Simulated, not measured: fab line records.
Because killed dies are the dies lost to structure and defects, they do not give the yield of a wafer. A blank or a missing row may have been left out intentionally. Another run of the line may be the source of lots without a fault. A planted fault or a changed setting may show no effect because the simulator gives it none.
Code-filled problem report in 8D (eight disciplines) form -- flow sky130 -- the parts of the form that need people (team, actions taken, sign-off) are left out

1. WHAT IS WRONG
Across 6 wafers from 2 lots, VT_ADJUST_PCH_TW at SKY_VT_ADJUST_PCH_TW_MEAS_10 averages 29.9, while fault-free wafers read 142.9 with a standard deviation of 0.88. That is -99 or more standard deviations from the usual mean.
The first sign was on wafer L995.1 at day 12 06:52, on film_metro-04. Wafers with a number at this step in the record: 42, from 14 lots. The rule behind "out" and "out of limits": a value lying over 4 standard deviations away from the usual mean. The rest of the wafers with a number are treated as sound.

2. WHAT IT IS AND WHAT IT IS NOT
question,is,is not
which readings at this step,VT_ADJUST_PCH_TW,-
which lots,"L995, L997","L101, L102, L105, L106, L107, L108, L109, L110, L111, L112, L989, L991"
which wafers of those lots,all that have a number,-
read on which gauges,film_metro-04,"film_metro-01, film_metro-02"
when,from day 12 06:52,"up to then (6 sound wafers); but 30 sound wafers of L101, L102, L105, L106, L107, L108, L109, L110, L111, L112 came after"

3. WHAT RULES OUT EACH SUSPECT
Counting: a tool stays on the suspect list if, at a process step up to the reading, it processed all lots that are out and no sound lot following the first of them.
- the gauge at SKY_VT_ADJUST_PCH_TW_MEAS_10: kept. All the wafers that are out were read on film_metro-04, and no step on other tools shows them out.
- litho_track-03 at SKY_VT_ADJUST_PCH_DEVELOP_06 (develop time 60 s): ruled out as a lasting fault. The sound lots L105, L107, L112 went through it after L995, its earliest lot that is out (day 12 06:00).
Remaining after the count: film_metro-04 at SKY_VT_ADJUST_PCH_TW_MEAS_10.

4. THE CAUSE (what the simulator had put in)
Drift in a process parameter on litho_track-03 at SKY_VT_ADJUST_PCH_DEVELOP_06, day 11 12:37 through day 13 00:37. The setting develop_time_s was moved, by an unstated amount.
It was ruled out by counting, in error; the rule expects a fault to strike all lots run on its tool from its start on, and this fault did not.

5. SEQUENCE OF EFFECTS, ordered by route
One row per reading whose mean, taken over the struck wafers that have a number, lies over 3 standard deviations from the usual. Scope: only readings with a usual standard deviation given in the record; hours: median across lots of the time from each lot's start at the first step in this table that gives one to its start at this step; sigmas: change in usual standard deviations.
hours,step,reading,usual,on struck wafers,change,sigmas
0,SKY_VT_ADJUST_PCH_TW_MEAS_10,VT_ADJUST_PCH_TW,142.9,29.9,-113.0,-99 or more
Readings that are blank on the struck wafers while sound wafers have them: VT_ADJUST_PCH_OVL at SKY_VT_ADJUST_PCH_OVL_MEAS_07.

6. HOW IT WOULD HAVE BEEN CAUGHT EARLIER
The first out-of-limits reading at a measuring or inspecting step in this record came at day 12 06:52, 18 hours after the fault's start at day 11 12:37.
Between SKY_VT_ADJUST_PCH_DEVELOP_06 and SKY_VT_ADJUST_PCH_TW_MEAS_10, SKY_VT_ADJUST_PCH_OVL_MEAS_07 gave no VT_ADJUST_PCH_OVL on the struck wafers, where sound wafers have one: a measuring or inspecting step that comes back empty is itself a sign.
